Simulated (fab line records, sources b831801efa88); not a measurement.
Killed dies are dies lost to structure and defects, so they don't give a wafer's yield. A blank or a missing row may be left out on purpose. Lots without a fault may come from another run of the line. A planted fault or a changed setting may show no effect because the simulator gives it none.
Which tool did it? | flow sky130 | 6 lots, 18 wafers sampled, at 1 step of a route of 708

WHAT THE GAUGES READ, wafer by wafer
SKY_VIA4_BOW_MEAS_03.
lot  | measured     | on            | VIA4_BOW (um)
L995 | day 43 00:40 | film_metro-01 | 71 83 87
L998 | day 43 23:43 | film_metro-04 | 98 98 94
L102 | day 45 02:22 | film_metro-01 | 62 56 62
L104 | day 45 20:44 | film_metro-04 | 92 93 88
L105 | day 46 01:31 | film_metro-01 | 84 77 81
L114 | day 47 17:30 | film_metro-03 | 86 78 77

WHICH TOOL RAN EACH LOT (tool, then ch and the chambers of the sampled wafers, then the start)
The record holds no process step before these readings.

THE ANSWER, worked out from the rows above alone
Rule: what is usual is taken from the lots themselves. Put in order of their means at a reading, lots are off if they are a third of the lots or fewer, leave a main group of 4 or more, and stand apart from it by a gap of 3 or more times the standard deviation of the main group's means; of several such gaps the widest counts. A main group whose means are all the same, to the digits that the tables above print for the reading, isn't used. A lot without any number at a reading at which 4 lots or more have one is off too. The other lots that the step has rows for count as sound.
No lot is off at any reading shown: from this, nothing can be told.

WHAT THE SIMULATOR HAD PUT IN
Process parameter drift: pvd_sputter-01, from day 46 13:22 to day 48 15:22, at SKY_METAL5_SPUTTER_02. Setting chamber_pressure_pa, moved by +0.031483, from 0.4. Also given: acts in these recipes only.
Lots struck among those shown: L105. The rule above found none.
